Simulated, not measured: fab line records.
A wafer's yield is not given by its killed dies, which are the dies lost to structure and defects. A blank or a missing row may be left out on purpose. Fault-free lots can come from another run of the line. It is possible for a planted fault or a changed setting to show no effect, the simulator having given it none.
Which of the tools did it?    flow gf180mcu    40 wafers from 14 lots sampled at 5 of the route's 602 steps

== WHAT THE GAUGES READ, wafer by wafer ==
GF_HV_LDD_CD_MEAS_19: the cd target is 400 nm.
lot   measured      on         cd nm (nm)
L383  day 11 05:24  cd sem-01  394.1 391.8 392.9
L384  day 11 11:33  cd sem-02  391.9 392.0 392.3
L385  day 11 20:52  cd sem-02  397.7 398.3 397.7
L386  day 12 06:14  cd sem-01  394.9 393.6 393.5
L387  day 12 14:31  cd sem-02  393.6 392.9 393.3
L388  day 12 18:31  cd sem-02  396.7 396.0 396.3
L389  day 13 07:14  cd sem-01  392.7 392.2 395.7
L391  day 14 07:49  cd sem-01  395.5 394.0 392.2
L392  day 14 10:13  cd sem-02  390.4 392.5 391.3
L394  day 14 23:03  cd sem-01  397.1 398.8 396.6
L395  day 15 09:38  cd sem-01  396.9 396.6 395.1
L396  day 15 15:56  cd sem-02  400.7 401.5 402.1
L398  day 16 04:05  cd sem-02  397.8
L399  day 16 10:05  cd sem-02  397.3 398.6 396.1

GF_HV_LDD_TW_MEAS_50.
lot   measured      on             HV_LDD_4_TW
L383  day 12 21:25  film metro-03  567 567 563
L384  day 13 03:31  film metro-04  564 563 562
L385  day 13 13:49  film metro-03  569 567 565
L386  day 13 23:25  film metro-03  566 569 567
L387  day 14 08:50  film metro-03  566 564 565
L388  day 14 12:08  film metro-01  569 567 567
L389  day 15 00:46  film metro-04  559 556 556
L391  day 16 02:34  film metro-01  569 565 570
L392  day 16 05:13  film metro-03  564 563 564
L394  day 16 18:32  film metro-01  569 570 565
L395  day 17 05:43  film metro-01  572 571 572
L396  day 17 13:40  film metro-04  559 559 496 561 558 494
L398  day 18 01:44  film metro-01  504 504
L399  day 18 09:48  film metro-04  565 568 568

GF_NSD_CD_MEAS_07: the cd target is 400 nm.
lot   measured      on         cd nm (nm)
L383  day 13 23:43  cd sem-02  398.8 400.6 398.9
L384  day 14 04:32  cd sem-02  397.2 400.8 395.3
L385  day 14 16:04  cd sem-02  405.3 402.5 400.6
L386  day 15 00:44  cd sem-02  401.9 400.3 402.0
L387  day 15 08:25  cd sem-01  400.2 400.0 401.3
L388  day 15 11:48  cd sem-02  397.1 394.6 394.9
L389  day 16 00:29  cd sem-02  397.6 394.9 396.0
L391  day 17 03:19  cd sem-02  401.3 400.1 400.4
L392  day 17 06:07  cd sem-01  399.4 398.8 400.9
L394  day 17 20:22  cd sem-02  402.2 401.3 401.2
L395  day 18 07:15  cd sem-01  403.2 403.6 402.9
L396  day 18 16:08  cd sem-01  403.3 405.4 403.1
L398  day 19 03:52  cd sem-01  403.6
L399  day 19 14:22  cd sem-02  399.4 400.4 398.2

== WHAT TOOL EACH LOT RAN ON (gives the tool, then ch and the chambers of the sampled wafers, and finally the start) ==
lot   GF_HV_LDD_IMPLANT_48             GF_HV_LDD_RTA_52
L383  implanter-04 ch 0, day 12 21:10  rtp anneal-02 ch 0, day 12 21:31
L384  implanter-01 ch 0, day 13 03:16  rtp anneal-02 ch 0, day 13 03:37
L385  implanter-01 ch 0, day 13 13:34  rtp anneal-01 ch 0, day 13 13:56
L386  implanter-03 ch 0, day 13 23:12  rtp anneal-02 ch 0, day 13 23:32
L387  implanter-04 ch 0, day 14 08:38  rtp anneal-01 ch 0, day 14 09:00
L388  implanter-03 ch 0, day 14 11:56  rtp anneal-01 ch 0, day 14 12:15
L389  implanter-01 ch 0, day 15 00:31  rtp anneal-02 ch 0, day 15 00:52
L391  implanter-03 ch 0, day 16 02:19  rtp anneal-01 ch 0, day 16 02:40
L392  implanter-01 ch 0, day 16 04:59  rtp anneal-02 ch 0, day 16 05:20
L394  implanter-04 ch 0, day 16 18:20  rtp anneal-01 ch 0, day 16 18:41
L395  implanter-04 ch 0, day 17 05:28  rtp anneal-01 ch 0, day 17 05:49
L396  implanter-04 ch 0, day 17 13:25  rtp anneal-01 ch 0, day 17 17:07
L398  implanter-04 ch 0, day 18 01:33  rtp anneal-01 ch 0, day 18 07:02
L399  implanter-03 ch 0, day 18 09:33  rtp anneal-02 ch 0, day 18 09:55
- GF_HV_LDD_IMPLANT_48
- GF_HV_LDD_RTA_52: time 10 s.

== WHAT THE TOOLS THEMSELVES READ (means of the sampled wafers that have a number; where no wafer has one, the mark that the record gives instead) ==
GF_HV_LDD_RTA_52.
lot   tool           chamber o2 ppm  lamp power pct (%)  wafer_temp_C_max
L383  rtp anneal-02  1.995           41                  1003.6
L384  rtp anneal-02  2.001           41                  1003.1
L385  rtp anneal-01  2.033           34                  1004.4
L386  rtp anneal-02  1.990           41                  1002.9
L387  rtp anneal-01  2.008           34                  1002.7
L388  rtp anneal-01  1.993           34                  1003.1
L389  rtp anneal-02  2.008           41                  1002.3
L391  rtp anneal-01  2.011           34                  1002.9
L392  rtp anneal-02  1.973           41                  1002.9
L394  rtp anneal-01  1.983           34                  1003.1
L395  rtp anneal-01  2.021           34                  1002.5
L396  rtp anneal-01  1.977           34                  1003.0
L398  rtp anneal-01  1.971           34                  1004.0
L399  rtp anneal-02  1.992           41                  1002.7

== THE ANSWER, worked out from the rows above alone ==
Rule: the usual values come from the lots themselves. Put in order of their means at a reading, lots are off if they are a third of the lots or fewer, leave a main group of 4 or more, and stand apart from it by a gap of 3 or more times the standard deviation of the main group's means; of several such gaps the widest counts. A main group whose means are all the same, to the digits that the tables above print for the reading, isn't used. A lot without any number at a reading at which 4 lots or more have one is off too. The other lots that the step has rows for count as sound. Order of review: gauges by route order, followed by the tools' own readings, for which a lot's mean as printed above is used. At the first step where some lot is off, the reading lying furthest off is the one used; lots without a number count as furthest.
Off: L396, L398, at GF_HV_LDD_TW_MEAS_50 (HV_LDD_4_TW). For the main group the mean is 566 and the standard deviation 3.5.
A tool fits if, at a process step before that reading, it ran every lot that is off, and no sound lot after the first of them. The gauges at GF_HV_LDD_TW_MEAS_50 are tried like those tools. One fits: implanter-04 at GF_HV_LDD_IMPLANT_48. Its last sound lot is L395 (day 17 05:28), its first lot that is off L396 (day 17 13:25): a fault that began between those two fits.

== WHAT WAS PUT IN BY THE SIMULATOR ==
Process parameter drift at GF_HV_LDD_IMPLANT_48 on implanter-04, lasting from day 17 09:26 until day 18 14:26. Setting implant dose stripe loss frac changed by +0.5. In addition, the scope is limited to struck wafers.
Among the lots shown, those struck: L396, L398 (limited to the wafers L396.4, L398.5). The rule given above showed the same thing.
